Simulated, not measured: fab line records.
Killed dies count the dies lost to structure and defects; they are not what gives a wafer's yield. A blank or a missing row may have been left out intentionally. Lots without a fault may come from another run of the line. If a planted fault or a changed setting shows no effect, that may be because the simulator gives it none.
Which tool was responsible? || flow sky130 || 24 lots, 72 wafers sampled, at 6 steps of a route of 708

WHAT THE GAUGES SHOWED, per wafer
SKY_NWELL_THK_MEAS_02.
{"lot": "L074", "measured": "day 2 14:28", "on": "film-metro-03", "NWELL_OXIDATION_THK (nm)": "10.21 10.03 10.06"}
{"lot": "L075", "measured": "day 2 18:31", "on": "film-metro-04", "NWELL_OXIDATION_THK (nm)": "10.21 10.25 9.98"}
{"lot": "L076", "measured": "day 3 01:32", "on": "film-metro-04", "NWELL_OXIDATION_THK (nm)": "9.71 9.67 9.81"}
{"lot": "L077", "measured": "day 3 05:41", "on": "film-metro-01", "NWELL_OXIDATION_THK (nm)": "9.88 10.04 9.82"}
{"lot": "L078", "measured": "day 3 11:17", "on": "film-metro-03", "NWELL_OXIDATION_THK (nm)": "10.45 10.33 10.33"}
{"lot": "L079", "measured": "day 3 16:14", "on": "film-metro-03", "NWELL_OXIDATION_THK (nm)": "10.16 10.10 10.07"}
{"lot": "L080", "measured": "day 3 20:40", "on": "film-metro-04", "NWELL_OXIDATION_THK (nm)": "9.98 10.11 10.18"}
{"lot": "L081", "measured": "day 4 05:55", "on": "film-metro-03", "NWELL_OXIDATION_THK (nm)": "10.26 10.36 10.08"}
{"lot": "L082", "measured": "day 4 20:22", "on": "film-metro-01", "NWELL_OXIDATION_THK (nm)": "10.14 10.18 10.13"}
{"lot": "L083", "measured": "day 4 20:22", "on": "film-metro-03", "NWELL_OXIDATION_THK (nm)": "9.99 10.31 10.18"}
{"lot": "L084", "measured": "day 5 02:50", "on": "film-metro-04", "NWELL_OXIDATION_THK (nm)": "9.84 10.00 9.88"}
{"lot": "L085", "measured": "day 5 02:50", "on": "film-metro-03", "NWELL_OXIDATION_THK (nm)": "9.97 10.16 10.04"}
{"lot": "L086", "measured": "day 5 04:41", "on": "film-metro-03", "NWELL_OXIDATION_THK (nm)": "10.49 10.37 10.51"}
{"lot": "L087", "measured": "day 5 08:31", "on": "film-metro-04", "NWELL_OXIDATION_THK (nm)": "9.84 9.63 9.82"}
{"lot": "L089", "measured": "day 5 18:26", "on": "film-metro-03", "NWELL_OXIDATION_THK (nm)": "10.17 10.25 10.26"}
{"lot": "L088", "measured": "day 5 18:26", "on": "film-metro-04", "NWELL_OXIDATION_THK (nm)": "10.29 10.38 10.17"}
{"lot": "L090", "measured": "day 6 03:02", "on": "film-metro-04", "NWELL_OXIDATION_THK (nm)": "9.68 9.74 9.56"}
{"lot": "L091", "measured": "day 6 05:58", "on": "film-metro-01", "NWELL_OXIDATION_THK (nm)": "9.86 9.77 9.93"}
{"lot": "L092", "measured": "day 6 09:47", "on": "film-metro-04", "NWELL_OXIDATION_THK (nm)": "10.33 10.27 10.21"}
{"lot": "L093", "measured": "day 6 14:00", "on": "film-metro-01", "NWELL_OXIDATION_THK (nm)": "10.32 10.38 10.53"}
{"lot": "L094", "measured": "day 6 22:14", "on": "film-metro-04", "NWELL_OXIDATION_THK (nm)": "10.20 10.29 10.10"}
{"lot": "L095", "measured": "day 7 04:46", "on": "film-metro-03", "NWELL_OXIDATION_THK (nm)": "9.79 9.87 10.00"}
{"lot": "L096", "measured": "day 7 06:58", "on": "film-metro-01", "NWELL_OXIDATION_THK (nm)": "10.21 10.24 10.27"}
{"lot": "L097", "measured": "day 7 13:31", "on": "film-metro-03", "NWELL_OXIDATION_THK (nm)": "9.89 9.93 9.99"}

SKY_METAL1_RS_MEAS_05: measures by four-point-probe.
{"lot": "L074", "measured": "day 32 08:10", "on": "film-metro-03", "METAL1_ALCU_RS (ohm/sq)": "0.1255 0.1285 0.1268"}
{"lot": "L075", "measured": "day 32 14:35", "on": "film-metro-01", "METAL1_ALCU_RS (ohm/sq)": "0.1246 0.1244 0.1267"}
{"lot": "L076", "measured": "day 32 22:28", "on": "film-metro-03", "METAL1_ALCU_RS (ohm/sq)": "0.1298 0.1279 0.1269"}
{"lot": "L077", "measured": "day 33 03:34", "on": "film-metro-03", "METAL1_ALCU_RS (ohm/sq)": "0.1250 0.1255 0.1249"}
{"lot": "L078", "measured": "day 33 16:31", "on": "film-metro-04", "METAL1_ALCU_RS (ohm/sq)": "0.1255 0.1256 0.1274"}
{"lot": "L079", "measured": "day 33 22:33", "on": "film-metro-04", "METAL1_ALCU_RS (ohm/sq)": "0.1249 0.1252 0.1249"}
{"lot": "L080", "measured": "day 34 06:20", "on": "film-metro-04", "METAL1_ALCU_RS (ohm/sq)": "0.1275 0.1253 0.1258"}
{"lot": "L081", "measured": "day 34 22:10", "on": "film-metro-03", "METAL1_ALCU_RS (ohm/sq)": "0.1270 0.1282 0.1274"}
{"lot": "L082", "measured": "day 35 17:50", "on": "film-metro-03", "METAL1_ALCU_RS (ohm/sq)": "0.1239 0.1256 0.1239"}
{"lot": "L083", "measured": "day 35 20:35", "on": "film-metro-04", "METAL1_ALCU_RS (ohm/sq)": "0.1245 0.1259 0.1276"}
{"lot": "L084", "measured": "day 36 01:37", "on": "film-metro-04", "METAL1_ALCU_RS (ohm/sq)": "0.1245 0.1269 0.1249"}
{"lot": "L085", "measured": "day 36 07:11", "on": "film-metro-03", "METAL1_ALCU_RS (ohm/sq)": "0.1243 0.1253 0.1237"}
{"lot": "L086", "measured": "day 36 06:42", "on": "film-metro-04", "METAL1_ALCU_RS (ohm/sq)": "0.1260 0.1268 0.1278"}
{"lot": "L087", "measured": "day 36 10:17", "on": "film-metro-04", "METAL1_ALCU_RS (ohm/sq)": "0.1270 0.1258 0.1286"}
{"lot": "L089", "measured": "day 37 03:15", "on": "film-metro-01", "METAL1_ALCU_RS (ohm/sq)": "0.1275 0.1284 0.1280"}
{"lot": "L088", "measured": "day 36 21:59", "on": "film-metro-04", "METAL1_ALCU_RS (ohm/sq)": "0.1272 0.1268 0.1254"}
{"lot": "L090", "measured": "day 37 09:04", "on": "film-metro-01", "METAL1_ALCU_RS (ohm/sq)": "0.1268 0.1273 0.1257"}
{"lot": "L091", "measured": "day 37 15:26", "on": "film-metro-04", "METAL1_ALCU_RS (ohm/sq)": "0.1274 0.1256 0.1252"}
{"lot": "L092", "measured": "day 38 06:16", "on": "film-metro-04", "METAL1_ALCU_RS (ohm/sq)": "0.1276 0.1279 0.1274"}
{"lot": "L093", "measured": "day 38 00:15", "on": "film-metro-03", "METAL1_ALCU_RS (ohm/sq)": "0.1250 0.1249 0.1240"}
{"lot": "L094", "measured": "day 38 13:43", "on": "film-metro-01", "METAL1_ALCU_RS (ohm/sq)": "0.1255 0.1250 0.1248"}
{"lot": "L095", "measured": "day 38 19:47", "on": "film-metro-01", "METAL1_ALCU_RS (ohm/sq)": "0.1284 0.1244 0.1263"}
{"lot": "L096", "measured": "day 39 00:34", "on": "film-metro-04", "METAL1_ALCU_RS (ohm/sq)": "0.1276 0.1264 0.1276"}
{"lot": "L097", "measured": "day 39 07:22", "on": "film-metro-04", "METAL1_ALCU_RS (ohm/sq)": "0.1254 0.1264 0.1254"}

SKY_VIA2_THK_MEAS_01.
{"lot": "L074", "measured": "day 35 20:20", "on": "film-metro-03", "VIA2_HDPCVD_THK (nm)": "1188 1194 1206"}
{"lot": "L075", "measured": "day 36 02:58", "on": "film-metro-03", "VIA2_HDPCVD_THK (nm)": "1189 1160 1168"}
{"lot": "L076", "measured": "day 36 10:26", "on": "film-metro-01", "VIA2_HDPCVD_THK (nm)": "1184 1191 1187"}
{"lot": "L077", "measured": "day 36 15:13", "on": "film-metro-03", "VIA2_HDPCVD_THK (nm)": "1200 1221 1186"}
{"lot": "L078", "measured": "day 37 03:07", "on": "film-metro-03", "VIA2_HDPCVD_THK (nm)": "1195 1199 1182"}
{"lot": "L079", "measured": "day 37 09:07", "on": "film-metro-02", "VIA2_HDPCVD_THK (nm)": "1212 1186 1194"}
{"lot": "L080", "measured": "day 37 18:07", "on": "film-metro-02", "VIA2_HDPCVD_THK (nm)": "1176 1179 1174"}
{"lot": "L081", "measured": "day 38 09:36", "on": "film-metro-03", "VIA2_HDPCVD_THK (nm)": "1180 1190 1168"}
{"lot": "L082", "measured": "day 39 05:44", "on": "film-metro-02", "VIA2_HDPCVD_THK (nm)": "1195 1192 1186"}
{"lot": "L083", "measured": "day 39 07:05", "on": "film-metro-02", "VIA2_HDPCVD_THK (nm)": "1195 1187 1204"}
{"lot": "L084", "measured": "day 39 10:28", "on": "film-metro-03", "VIA2_HDPCVD_THK (nm)": "1167 1162 1166"}
{"lot": "L085", "measured": "day 39 17:15", "on": "film-metro-02", "VIA2_HDPCVD_THK (nm)": "1181 1197 1180"}
{"lot": "L086", "measured": "day 39 17:34", "on": "film-metro-03", "VIA2_HDPCVD_THK (nm)": "1195 1193 1172"}
{"lot": "L087", "measured": "day 39 19:22", "on": "film-metro-01", "VIA2_HDPCVD_THK (nm)": "1190 1177 1185"}
{"lot": "L089", "measured": "day 40 12:28", "on": "film-metro-02", "VIA2_HDPCVD_THK (nm)": "1180 1177 1179"}
{"lot": "L088", "measured": "day 40 07:52", "on": "film-metro-03", "VIA2_HDPCVD_THK (nm)": "1178 1170 1189"}
{"lot": "L090", "measured": "day 40 17:34", "on": "film-metro-03", "VIA2_HDPCVD_THK (nm)": "1183 1171 1185"}
{"lot": "L091", "measured": "day 40 23:50", "on": "film-metro-02", "VIA2_HDPCVD_THK (nm)": "1181 1196 1181"}
{"lot": "L092", "measured": "day 41 13:56", "on": "film-metro-02", "VIA2_HDPCVD_THK (nm)": "1177 1182 1177"}
{"lot": "L093", "measured": "day 41 06:19", "on": "film-metro-03", "VIA2_HDPCVD_THK (nm)": "1187 1200 1193"}
{"lot": "L094", "measured": "day 41 20:32", "on": "film-metro-02", "VIA2_HDPCVD_THK (nm)": "1177 1178 1179"}
{"lot": "L095", "measured": "day 42 02:24", "on": "film-metro-03", "VIA2_HDPCVD_THK (nm)": "1187 1176 1184"}
{"lot": "L096", "measured": "day 42 06:44", "on": "film-metro-03", "VIA2_HDPCVD_THK (nm)": "1195 1182 1179"}
{"lot": "L097", "measured": "day 42 12:10", "on": "film-metro-03", "VIA2_HDPCVD_THK (nm)": "1182 1175 1168"}

SKY_VIA3_THK_MEAS_01.
{"lot": "L074", "measured": "day 39 06:34", "on": "film-metro-04", "VIA3_HDPCVD_THK (nm)": "1611 1654 1642"}
{"lot": "L075", "measured": "day 39 12:47", "on": "film-metro-02", "VIA3_HDPCVD_THK (nm)": "1651 1629 1622"}
{"lot": "L076", "measured": "day 39 20:23", "on": "film-metro-02", "VIA3_HDPCVD_THK (nm)": "1656 1636 1641"}
{"lot": "L077", "measured": "day 40 00:07", "on": "film-metro-02", "VIA3_HDPCVD_THK (nm)": "1672 1647 1658"}
{"lot": "L078", "measured": "day 40 11:16", "on": "film-metro-01", "VIA3_HDPCVD_THK (nm)": "1666 1666 1635"}
{"lot": "L079", "measured": "day 40 17:17", "on": "film-metro-02", "VIA3_HDPCVD_THK (nm)": "1631 1645 1641"}
{"lot": "L080", "measured": "day 41 02:58", "on": "film-metro-02", "VIA3_HDPCVD_THK (nm)": "1664 1671 1651"}
{"lot": "L081", "measured": "day 41 17:00", "on": "film-metro-04", "VIA3_HDPCVD_THK (nm)": "1584 1596 1610"}
{"lot": "L082", "measured": "day 42 11:45", "on": "film-metro-02", "VIA3_HDPCVD_THK (nm)": "1641 1632 1640"}
{"lot": "L083", "measured": "day 42 12:54", "on": "film-metro-02", "VIA3_HDPCVD_THK (nm)": "1656 1625 1629"}
{"lot": "L084", "measured": "day 42 16:21", "on": "film-metro-01", "VIA3_HDPCVD_THK (nm)": "1647 1638 1660"}
{"lot": "L085", "measured": "day 42 22:41", "on": "film-metro-04", "VIA3_HDPCVD_THK (nm)": "1584 1602 1606"}
{"lot": "L086", "measured": "day 42 22:58", "on": "film-metro-04", "VIA3_HDPCVD_THK (nm)": "1633 1628 1628"}
{"lot": "L087", "measured": "day 43 00:18", "on": "film-metro-02", "VIA3_HDPCVD_THK (nm)": "1599 1629 1641"}
{"lot": "L089", "measured": "day 43 16:32", "on": "film-metro-04", "VIA3_HDPCVD_THK (nm)": "1601 1612 1638"}
{"lot": "L088", "measured": "day 43 11:35", "on": "film-metro-02", "VIA3_HDPCVD_THK (nm)": "1645 1625 1642"}
{"lot": "L090", "measured": "day 43 20:47", "on": "film-metro-01", "VIA3_HDPCVD_THK (nm)": "1619 1637 1602"}
{"lot": "L091", "measured": "day 44 02:32", "on": "film-metro-04", "VIA3_HDPCVD_THK (nm)": "1653 1650 1658"}
{"lot": "L092", "measured": "day 44 15:53", "on": "film-metro-02", "VIA3_HDPCVD_THK (nm)": "1607 1595 1622"}
{"lot": "L093", "measured": "day 44 09:53", "on": "film-metro-01", "VIA3_HDPCVD_THK (nm)": "1628 1611 1604"}
{"lot": "L094", "measured": "day 44 23:47", "on": "film-metro-02", "VIA3_HDPCVD_THK (nm)": "1614 1628 1617"}
{"lot": "L095", "measured": "day 45 05:19", "on": "film-metro-01", "VIA3_HDPCVD_THK (nm)": "1615 1625 1651"}
{"lot": "L096", "measured": "day 45 08:19", "on": "film-metro-04", "VIA3_HDPCVD_THK (nm)": "1667 1641 1664"}
{"lot": "L097", "measured": "day 45 12:41", "on": "film-metro-04", "VIA3_HDPCVD_THK (nm)": "1620 1622 1601"}

WHAT TOOL EACH LOT RAN ON (gives the tool, then ch and the chambers of the sampled wafers, and finally the start)
{"lot": "L074", "SKY_VIA1_ETCH_14": "rie-diel-03 ch 0,1,2, day 34 15:36", "SKY_METAL2_SPUTTER_03": "pvd-sputter-03, day 34 16:59"}
{"lot": "L075", "SKY_VIA1_ETCH_14": "rie-diel-03 ch 0,1,2, day 34 21:54", "SKY_METAL2_SPUTTER_03": "pvd-sputter-03, day 34 23:17"}
{"lot": "L076", "SKY_VIA1_ETCH_14": "rie-diel-02 ch 2,3, day 35 05:09", "SKY_METAL2_SPUTTER_03": "pvd-sputter-03, day 35 06:35"}
{"lot": "L077", "SKY_VIA1_ETCH_14": "rie-diel-02 ch 1,3, day 35 10:02", "SKY_METAL2_SPUTTER_03": "pvd-sputter-04, day 35 11:25"}
{"lot": "L078", "SKY_VIA1_ETCH_14": "rie-diel-03 ch 0,1,2, day 35 22:32", "SKY_METAL2_SPUTTER_03": "pvd-sputter-04, day 35 23:55"}
{"lot": "L079", "SKY_VIA1_ETCH_14": "rie-diel-02 ch 0,2,3, day 36 04:14", "SKY_METAL2_SPUTTER_03": "pvd-sputter-04, day 36 05:37"}
{"lot": "L080", "SKY_VIA1_ETCH_14": "rie-diel-02 ch 0,1,3, day 36 12:59", "SKY_METAL2_SPUTTER_03": "pvd-sputter-04, day 36 14:22"}
{"lot": "L081", "SKY_VIA1_ETCH_14": "rie-diel-03 ch 1,2,3, day 37 04:33", "SKY_METAL2_SPUTTER_03": "pvd-sputter-02, day 37 05:59"}
{"lot": "L082", "SKY_VIA1_ETCH_14": "rie-diel-04 ch 0,2,3, day 38 00:50", "SKY_METAL2_SPUTTER_03": "pvd-sputter-02, day 38 02:14"}
{"lot": "L083", "SKY_VIA1_ETCH_14": "rie-diel-04 ch 1,2, day 38 02:30", "SKY_METAL2_SPUTTER_03": "pvd-sputter-03, day 38 03:53"}
{"lot": "L084", "SKY_VIA1_ETCH_14": "rie-diel-02 ch 1,2,3, day 38 06:51", "SKY_METAL2_SPUTTER_03": "pvd-sputter-04, day 38 08:20"}
{"lot": "L085", "SKY_VIA1_ETCH_14": "rie-diel-04 ch 0,3, day 38 13:14", "SKY_METAL2_SPUTTER_03": "pvd-sputter-04, day 38 14:43"}
{"lot": "L086", "SKY_VIA1_ETCH_14": "rie-diel-02 ch 1,2, day 38 13:20", "SKY_METAL2_SPUTTER_03": "pvd-sputter-03, day 38 15:01"}
{"lot": "L087", "SKY_VIA1_ETCH_14": "rie-diel-03 ch 2,3, day 38 15:59", "SKY_METAL2_SPUTTER_03": "pvd-sputter-04, day 38 17:24"}
{"lot": "L089", "SKY_VIA1_ETCH_14": "rie-diel-03 ch 0,1, day 39 08:22", "SKY_METAL2_SPUTTER_03": "pvd-sputter-04, day 39 09:46"}
{"lot": "L088", "SKY_VIA1_ETCH_14": "rie-diel-04 ch 1,2, day 39 03:41", "SKY_METAL2_SPUTTER_03": "pvd-sputter-04, day 39 05:04"}
{"lot": "L090", "SKY_VIA1_ETCH_14": "rie-diel-03 ch 2,3, day 39 13:59", "SKY_METAL2_SPUTTER_03": "pvd-sputter-02, day 39 15:22"}
{"lot": "L091", "SKY_VIA1_ETCH_14": "rie-diel-02 ch 1,2,3, day 39 20:32", "SKY_METAL2_SPUTTER_03": "pvd-sputter-03, day 39 21:55"}
{"lot": "L092", "SKY_VIA1_ETCH_14": "rie-diel-03 ch 0,2,3, day 40 11:02", "SKY_METAL2_SPUTTER_03": "pvd-sputter-03, day 40 12:25"}
{"lot": "L093", "SKY_VIA1_ETCH_14": "rie-diel-02 ch 1,2,3, day 40 03:44", "SKY_METAL2_SPUTTER_03": "pvd-sputter-04, day 40 05:07"}
{"lot": "L094", "SKY_VIA1_ETCH_14": "rie-diel-02 ch 0,1,2, day 40 18:14", "SKY_METAL2_SPUTTER_03": "pvd-sputter-03, day 40 19:40"}
{"lot": "L095", "SKY_VIA1_ETCH_14": "rie-diel-03 ch 0,2, day 41 00:08", "SKY_METAL2_SPUTTER_03": "pvd-sputter-03, day 41 01:34"}
{"lot": "L096", "SKY_VIA1_ETCH_14": "rie-diel-03 ch 2,3, day 41 03:38", "SKY_METAL2_SPUTTER_03": "pvd-sputter-04, day 41 05:01"}
{"lot": "L097", "SKY_VIA1_ETCH_14": "rie-diel-04 ch 0,1, day 41 09:53", "SKY_METAL2_SPUTTER_03": "pvd-sputter-02, day 41 11:16"}
- SKY_VIA1_ETCH_14: etches BARC in N2/H2, stops on SiO2, time 45.9 s, target depth 60 nm.
- SKY_METAL2_SPUTTER_03: material Ti, target thk 5 nm, time 3.3 s.

WHAT THE TOOLS THEMSELVES READ (means of the sampled wafers that have a number; where no wafer has one, the mark that the record gives instead)
SKY_VIA1_ETCH_14.
{"lot": "L074", "tool": "rie-diel-03", "drypump-motor-current-A (A)": 6.1, "h2-flow-sccm (sccm)": 199.7, "oes-product-au (a.u.)": 0.849, "throttle-valve-pct (%)": 13.220}
{"lot": "L075", "tool": "rie-diel-03", "drypump-motor-current-A (A)": 6.1, "h2-flow-sccm (sccm)": 199.3, "oes-product-au (a.u.)": 0.853, "throttle-valve-pct (%)": 13.224}
{"lot": "L076", "tool": "rie-diel-02", "drypump-motor-current-A (A)": 5.9, "h2-flow-sccm (sccm)": 199.9, "oes-product-au (a.u.)": 0.857, "throttle-valve-pct (%)": 13.228}
{"lot": "L077", "tool": "rie-diel-02", "drypump-motor-current-A (A)": 5.1, "h2-flow-sccm (sccm)": 200.4, "oes-product-au (a.u.)": 0.853, "throttle-valve-pct (%)": 13.222}
{"lot": "L078", "tool": "rie-diel-03", "drypump-motor-current-A (A)": 6.1, "h2-flow-sccm (sccm)": 200.5, "oes-product-au (a.u.)": 0.856, "throttle-valve-pct (%)": 13.225}
{"lot": "L079", "tool": "rie-diel-02", "drypump-motor-current-A (A)": 5.6, "h2-flow-sccm (sccm)": 199.9, "oes-product-au (a.u.)": 0.856, "throttle-valve-pct (%)": 13.231}
{"lot": "L080", "tool": "rie-diel-02", "drypump-motor-current-A (A)": 5.1, "h2-flow-sccm (sccm)": 200.1, "oes-product-au (a.u.)": 0.852, "throttle-valve-pct (%)": 13.222}
{"lot": "L081", "tool": "rie-diel-03", "drypump-motor-current-A (A)": 6.3, "h2-flow-sccm (sccm)": 199.9, "oes-product-au (a.u.)": 0.858, "throttle-valve-pct (%)": 13.231}
{"lot": "L082", "tool": "rie-diel-04", "drypump-motor-current-A (A)": 6.1, "h2-flow-sccm (sccm)": 200.6, "oes-product-au (a.u.)": 0.857, "throttle-valve-pct (%)": 13.227}
{"lot": "L083", "tool": "rie-diel-04", "drypump-motor-current-A (A)": 6.3, "h2-flow-sccm (sccm)": 200.0, "oes-product-au (a.u.)": 0.851, "throttle-valve-pct (%)": 13.224}
{"lot": "L084", "tool": "rie-diel-02", "drypump-motor-current-A (A)": 5.5, "h2-flow-sccm (sccm)": 199.7, "oes-product-au (a.u.)": 0.856, "throttle-valve-pct (%)": 13.228}
{"lot": "L085", "tool": "rie-diel-04", "drypump-motor-current-A (A)": 6.1, "h2-flow-sccm (sccm)": 199.3, "oes-product-au (a.u.)": 0.851, "throttle-valve-pct (%)": 13.218}
{"lot": "L086", "tool": "rie-diel-02", "drypump-motor-current-A (A)": 5.8, "h2-flow-sccm (sccm)": 199.5, "oes-product-au (a.u.)": 0.853, "throttle-valve-pct (%)": 13.221}
{"lot": "L087", "tool": "rie-diel-03", "drypump-motor-current-A (A)": 6.0, "h2-flow-sccm (sccm)": 200.4, "oes-product-au (a.u.)": 0.853, "throttle-valve-pct (%)": 13.229}
{"lot": "L089", "tool": "rie-diel-03", "drypump-motor-current-A (A)": 6.0, "h2-flow-sccm (sccm)": 200.1, "oes-product-au (a.u.)": 0.848, "throttle-valve-pct (%)": 13.223}
{"lot": "L088", "tool": "rie-diel-04", "drypump-motor-current-A (A)": 6.5, "h2-flow-sccm (sccm)": 200.0, "oes-product-au (a.u.)": 0.856, "throttle-valve-pct (%)": 13.216}
{"lot": "L090", "tool": "rie-diel-03", "drypump-motor-current-A (A)": 6.0, "h2-flow-sccm (sccm)": 200.3, "oes-product-au (a.u.)": 0.853, "throttle-valve-pct (%)": 13.228}
{"lot": "L091", "tool": "rie-diel-02", "drypump-motor-current-A (A)": 5.5, "h2-flow-sccm (sccm)": 199.9, "oes-product-au (a.u.)": 0.856, "throttle-valve-pct (%)": 13.225}
{"lot": "L092", "tool": "rie-diel-03", "drypump-motor-current-A (A)": 5.9, "h2-flow-sccm (sccm)": 199.8, "oes-product-au (a.u.)": 0.861, "throttle-valve-pct (%)": 13.223}
{"lot": "L093", "tool": "rie-diel-02", "drypump-motor-current-A (A)": 5.5, "h2-flow-sccm (sccm)": 199.5, "oes-product-au (a.u.)": 0.853, "throttle-valve-pct (%)": 13.238}
{"lot": "L094", "tool": "rie-diel-02", "drypump-motor-current-A (A)": 5.3, "h2-flow-sccm (sccm)": 200.2, "oes-product-au (a.u.)": 0.855, "throttle-valve-pct (%)": 13.226}
{"lot": "L095", "tool": "rie-diel-03", "drypump-motor-current-A (A)": 5.7, "h2-flow-sccm (sccm)": 200.1, "oes-product-au (a.u.)": 0.848, "throttle-valve-pct (%)": 13.224}
{"lot": "L096", "tool": "rie-diel-03", "drypump-motor-current-A (A)": 6.0, "h2-flow-sccm (sccm)": 200.7, "oes-product-au (a.u.)": 0.857, "throttle-valve-pct (%)": 13.230}
{"lot": "L097", "tool": "rie-diel-04", "drypump-motor-current-A (A)": 6.5, "h2-flow-sccm (sccm)": 199.9, "oes-product-au (a.u.)": 0.849, "throttle-valve-pct (%)": 13.231}

SKY_METAL2_SPUTTER_03.
{"lot": "L074", "tool": "pvd-sputter-03", "throttle-valve-pct (%)": 30.2}
{"lot": "L075", "tool": "pvd-sputter-03", "throttle-valve-pct (%)": 30.1}
{"lot": "L076", "tool": "pvd-sputter-03", "throttle-valve-pct (%)": 30.0}
{"lot": "L077", "tool": "pvd-sputter-04", "throttle-valve-pct (%)": 30.1}
{"lot": "L078", "tool": "pvd-sputter-04", "throttle-valve-pct (%)": 30.0}
{"lot": "L079", "tool": "pvd-sputter-04", "throttle-valve-pct (%)": 30.1}
{"lot": "L080", "tool": "pvd-sputter-04", "throttle-valve-pct (%)": 29.9}
{"lot": "L081", "tool": "pvd-sputter-02", "throttle-valve-pct (%)": 29.7}
{"lot": "L082", "tool": "pvd-sputter-02", "throttle-valve-pct (%)": 30.2}
{"lot": "L083", "tool": "pvd-sputter-03", "throttle-valve-pct (%)": 29.6}
{"lot": "L084", "tool": "pvd-sputter-04", "throttle-valve-pct (%)": 30.1}
{"lot": "L085", "tool": "pvd-sputter-04", "throttle-valve-pct (%)": 30.5}
{"lot": "L086", "tool": "pvd-sputter-03", "throttle-valve-pct (%)": 29.6}
{"lot": "L087", "tool": "pvd-sputter-04", "throttle-valve-pct (%)": 29.9}
{"lot": "L089", "tool": "pvd-sputter-04", "throttle-valve-pct (%)": 30.6}
{"lot": "L088", "tool": "pvd-sputter-04", "throttle-valve-pct (%)": 30.1}
{"lot": "L090", "tool": "pvd-sputter-02", "throttle-valve-pct (%)": 30.0}
{"lot": "L091", "tool": "pvd-sputter-03", "throttle-valve-pct (%)": 30.0}
{"lot": "L092", "tool": "pvd-sputter-03", "throttle-valve-pct (%)": 30.1}
{"lot": "L093", "tool": "pvd-sputter-04", "throttle-valve-pct (%)": 30.0}
{"lot": "L094", "tool": "pvd-sputter-03", "throttle-valve-pct (%)": 30.0}
{"lot": "L095", "tool": "pvd-sputter-03", "throttle-valve-pct (%)": 30.0}
{"lot": "L096", "tool": "pvd-sputter-04", "throttle-valve-pct (%)": 29.8}
{"lot": "L097", "tool": "pvd-sputter-02", "throttle-valve-pct (%)": 30.4}

THE ANSWER, worked out from the rows above alone
Rule: what is usual is taken from the lots themselves. The widest of any qualifying gaps counts: lots, ordered by their means at a reading, are off when they make up no more than a third of the lots, leave a main group of 4 or more, and stand apart from it by 3 or more times the standard deviation of that group's means. A main group whose means are all the same, to the digits that the tables above print for the reading, isn't used. Also off: a lot with no number at a reading for which 4 or more lots have one. The other lots that the step has rows for count as sound. After the gauges, taken in route order, come the tools' own readings; for these a lot's mean is taken, as printed above. At the first step where some lot is off, the reading lying furthest off is the one used; lots without a number count as furthest.
No lot is off at any reading shown: from this, nothing can be told.

WHAT THE SIMULATOR HAD PUT IN
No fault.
